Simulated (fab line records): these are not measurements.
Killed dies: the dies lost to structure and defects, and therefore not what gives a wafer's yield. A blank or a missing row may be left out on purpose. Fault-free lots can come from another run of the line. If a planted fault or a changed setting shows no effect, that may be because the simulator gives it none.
A struck lot beside a sound one || flow sky130 || 27 steps out of a route of 708
Sound: these wafers, L439.2, L439.5, L439.6. Struck: wafers L447.2, L447.4, L447.5. Last of all comes the cause.
At each step with rows: each side's tool, then ch and its chambers, then its first start. Under that, the readings that differ: sound wafers || struck wafers || difference of the means || sigmas: that difference in standard deviations of wafers without a fault.
alike: readings with means less than 2 such deviations apart, plus words and numbers identical on both sides. not compared: withheld readings, readings lacking a value on some wafer, bounds such as >300 that could conceal the same value, and numbers that have no deviation in the record and whose values overlap.
A row with sigmas, a row that says differs or no value, or rows on one side alone: a step with any of these is where the two part. Non-overlapping numbers with no deviation appear without sigmas and do not part them. Lack of a reading on every wafer of one side parts them only where that side has two or more wafers.

first, 2 steps without rows for these wafers: SKY_LDD_LDN_PEB_05; SKY_LDD_LDN_DEVELOP_06 (develop time 60 s).
SKY_LDD_LDN_OVL_MEAS_07:
  struck on overlay-02, day 28 18:37; sound on overlay-02, day 26 05:07
  alike: LDD_LDN_OVL
then, 4 steps without rows for these wafers: SKY_LDD_LDN_IMPLANT_08; SKY_LDD_LDN_IMPLANT_09; SKY_LDD_LDN_IMPLANT_10; SKY_LDD_LDN_IMPLANT_11.
SKY_LDD_LDN_STRIP_12: strips in O2/N2.
  sound on plasma_asher-04 ch 0,1, day 26 05:45; struck on plasma_asher-04 ch 0, day 28 19:15
  alike: drypump_motor_current_A, oes_product_au, strip_time_to_endpoint_s
  not compared: rf_hours_counter_h
SKY_LDD_LDN_TW_MEAS_13:
  struck on film_metro-04, day 28 19:22; sound on film_metro-04, day 26 05:52
  alike: LDD_LDN_TW
then, 2 steps without rows for these wafers: SKY_LDD_LDN_CLEAN_14 (cleans in SC1/SC2, time 150 s); SKY_SPACER_CVD_00 (deposits Si3N4 from DCS/NH3, target thk 43.1 nm, time 740 s).
SKY_SPACER_THK_MEAS_01:
  struck on film_metro-03, day 28 20:49; sound on film_metro-04, day 26 08:11
  alike: SPACER_CVD_00_THK
SKY_SPACER_ETCHBACK_02: etches Si3N4 in CH3F/O2, stops on SiO2, time 46.7 s, target depth 45 nm.
  sound on rie_diel-04 ch 2,3, day 26 08:14; struck on rie_diel-04 ch 0,1, day 28 20:52
{"reading": "model.SiO2_of_SONOS_ONO_CVD_04.thk_nm (nm)", "sound": "3.899 3.783 3.894", "struck": "2.168 2.193 2.218", "difference": -1.666, "sigmas": ""}
  alike: drypump_motor_current_A, oes_product_au, rf_fwd_power_W, throttle_valve_pct
  not compared: rf_hours_counter_h
then, 8 steps without rows for these wafers: SKY_POLY_CUT_DEHYDRATE_00 (time 60 s); SKY_POLY_CUT_HMDS_01 (prime time 60 s); SKY_POLY_CUT_COAT_02 (resist thk 60 nm); SKY_POLY_CUT_COAT_03 (resist thk 450 nm); SKY_POLY_CUT_SOFTBAKE_04 (time 90 s); SKY_POLY_CUT_EXPOSE_05 (exposes mask NPCM, target cd 270 nm); SKY_POLY_CUT_PEB_06; SKY_POLY_CUT_DEVELOP_07 (develop time 60 s).
SKY_POLY_CUT_CD_MEAS_08: the cd target is 270 nm.
  struck on cd_sem-01, day 30 00:26; sound on cd_sem-02, day 27 13:23
  alike: cd_nm
SKY_POLY_CUT_OVL_MEAS_09:
  struck on overlay-02, day 30 00:32; sound on overlay-01, day 27 13:29
{"reading": "POLY_CUT_OVL (nm)", "sound": "7 7 9", "struck": "-7 -8 -7", "difference": -15, "sigmas": -3}
SKY_POLY_CUT_ETCH_10: etches BARC in N2/H2, stops on SiO2, time 45.9 s, target depth 60 nm.
  sound on rie_diel-02 ch 1,2, day 27 13:31; struck on rie_diel-02 ch 0,2,3, day 30 00:34
  alike: drypump_motor_current_A, oes_product_au, rf_fwd_power_W, throttle_valve_pct
  not compared: rf_hours_counter_h
SKY_POLY_CUT_ETCH_11: etches Si3N4 in CF4/CH2F2/Ar, stops on poly-Si, time 42.5 s, target depth 60 nm.
  sound on rie_diel-02 ch 1,2, day 27 13:34; struck on rie_diel-02 ch 0,2,3, day 30 00:37
{"reading": "oes_product_au (a.u.)", "sound": "0.830 0.832 0.835", "struck": "0.791 0.796 0.803", "difference": -0.036, "sigmas": -6}
{"reading": "model.etch.depth_nm (nm)", "sound": "62.86 62.4 62.92", "struck": "57.01 57.46 58.18", "difference": -5.18, "sigmas": ""}
{"reading": "model.POLY_CUT.feature_depth_nm (nm)", "sound": "62.86 62.4 62.92", "struck": "57.01 57.46 58.18", "difference": -5.18, "sigmas": ""}
  alike: cf4_flow_sccm, ch2f2_flow_sccm, drypump_motor_current_A, rf_fwd_power_W, throttle_valve_pct
  not compared: rf_hours_counter_h
SKY_POLY_CUT_STRIP_12: strips in O2/N2.
  sound on plasma_asher-04 ch 0,1, day 27 13:36; struck on plasma_asher-04 ch 0,1, day 30 00:39
  alike: drypump_motor_current_A, oes_product_au, strip_time_to_endpoint_s
  not compared: rf_hours_counter_h
-- here the record skips 20 days between the struck wafers' starts before and after, leaving off in module POLY_CUT and picking up in module PAD_OPEN (first step shown: number 708 of the route) --
SKY_PAD_OPEN_PROBE_99:
  struck on prober-01, day 49 19:42; sound on prober-02, day 48 05:18
{"reading": "model.etest.pfet_01v8.r_on_ohm_um", "sound": "3010 2890 2914", "struck": "2666 2646 2648", "difference": -285, "sigmas": ""}
{"reading": "model.etest.res_pdiff.line_ohm_um", "sound": "1354 1347 1362", "struck": "1265 1304 1278", "difference": -72, "sigmas": ""}
{"reading": "model.etest.res_ndiff.line_ohm_um", "sound": "742.3 735.3 752", "struck": "735 735.1 727.2", "difference": -11, "sigmas": ""}
{"reading": "model.etest.sonos_uncharged.r_on_ohm_um", "sound": "825 799.6 809", "struck": "792.8 786.6 796.3", "difference": -19.3, "sigmas": ""}
{"reading": "model.etest.pfet_01v8.drive_ua_um", "sound": "183.1 193.4 190.7", "struck": "214.3 213.7 215.4", "difference": "+25.4", "sigmas": ""}
{"reading": "model.etest.res_pdiff.rs_ohm_sq", "sound": "194.4 195.2 194.7", "struck": "179.6 181.5 182.6", "difference": -13.5, "sigmas": ""}
{"reading": "model.etest.pfet_01v8_hvt.drive_ua_um", "sound": "137.8 144.5 142.3", "struck": "160.7 162.7 162.1", "difference": "+20.3", "sigmas": ""}
  alike: killed_at_M0_to_M3, killed_at_M4_up, killed_at_contacts, killed_at_front_end, killed_at_other, killed_dies, killed_open, killed_short
  not compared: model.etest.nfet_g5v0d10v5.r_on_ohm_um

## WHERE THEY PART
Earliest at SKY_POLY_CUT_OVL_MEAS_09; latest, in this record, at SKY_POLY_CUT_ETCH_11. Later steps at which nothing parts them and some readings are alike: SKY_POLY_CUT_STRIP_12, SKY_PAD_OPEN_PROBE_99.

WHY: what the simulator had put in
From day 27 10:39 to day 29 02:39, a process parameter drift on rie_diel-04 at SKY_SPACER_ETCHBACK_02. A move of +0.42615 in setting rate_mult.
